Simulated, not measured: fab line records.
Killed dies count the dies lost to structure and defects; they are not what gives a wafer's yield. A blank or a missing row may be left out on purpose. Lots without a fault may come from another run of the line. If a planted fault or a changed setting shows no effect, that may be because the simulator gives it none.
Problem report in the 8D (eight disciplines) form, filled by code ; flow sky130 ; the parts of the form that need people (team, actions taken, sign-off) are left out

== 1. PROBLEM STATEMENT ==
At SKY_VT_ADJUST_LVTN_DEHYDRATE_00, heaterPowerTotalW averages 161.90 W over 6 wafers from 2 lots, while fault-free wafers read 160.40 W, standard deviation 0.12. That is +13 standard deviations from the usual mean.
The step: time 60 s.
Earliest sighting: wafer L790.1 on lithoTrack-02 at day 9 08:47. At this step, 39 wafers from 13 lots have a number in the record. Rule for "out", or "out of limits": more than 4 standard deviations from the usual mean. All remaining wafers that have a number are taken as sound.

== 2. WHAT THIS IS AND IS NOT ==
question;is;is not
which readings at this step;heaterPowerTotalW, plateTempC;-
which lots;L789, L790;L781, L782, L784, L785, L786, L788, L799, L800, L801, L802, L804
which wafers of those lots;all that have a number;-
read on which tools;lithoTrack-02;lithoTrack-01, lithoTrack-04
when;from day 9 08:47;"up to then (18 sound wafers); but 15 sound wafers of L799, L800, L801, L802, L804 came after"

== 3. THE SUSPECTS, EACH WITH WHAT RULES IT OUT ==
Counting: a tool at a process step up to the reading stays a suspect if it ran every lot that is out and no sound lot after the first of them.
- lithoTrack-02 at SKY_VT_ADJUST_LVTN_DEHYDRATE_00 (time 60 s): kept. It processed each lot that is out, first L790 at day 9 08:47, and no sound lot thereafter; up to then, the last sound lot it processed was L788 at day 8 22:59. Its own heaterPowerTotalW, plateTempC readings are out on those wafers.
After counting, what remains is lithoTrack-02 at SKY_VT_ADJUST_LVTN_DEHYDRATE_00.

== 4. THE CAUSE (what the simulator had put in) ==
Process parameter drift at SKY_VT_ADJUST_LVTN_DEHYDRATE_00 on lithoTrack-02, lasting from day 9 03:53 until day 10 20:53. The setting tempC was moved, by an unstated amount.
The count eliminated every tool but this one.

== 5. SEQUENCE OF EFFECTS, ordered by route ==
Rows list readings where the struck wafers' mean (over those with a number) sits beyond 3 standard deviations from the usual. Readings are gone through only where the record gives a usual standard deviation; hours: the median, over the lots, of the time from a lot's start at the first step in this table giving one to that lot's start at this step; sigmas: the change measured in usual standard deviations.
hours;step;reading;usual;on struck wafers;change;sigmas
0;SKY_VT_ADJUST_LVTN_DEHYDRATE_00;heaterPowerTotalW;160.40 W;161.90;+1.50;+13
0;SKY_VT_ADJUST_LVTN_DEHYDRATE_00;plateTempC;200.02 C;201.59;+1.57;+8.7
Process steps it contains:
- SKY_VT_ADJUST_LVTN_DEHYDRATE_00: time 60 s.
Later steps that measure or inspect, where all struck wafers having a row at the step show a number for every such reading and not one has moved that far: SKY_VT_ADJUST_NCORE_OVL_MEAS_08.

== 6. HOW IT WOULD HAVE BEEN CAUGHT EARLIER ==
First out-of-limits reading in this record: day 9 08:47, which is 5 hours after fault onset at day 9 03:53.
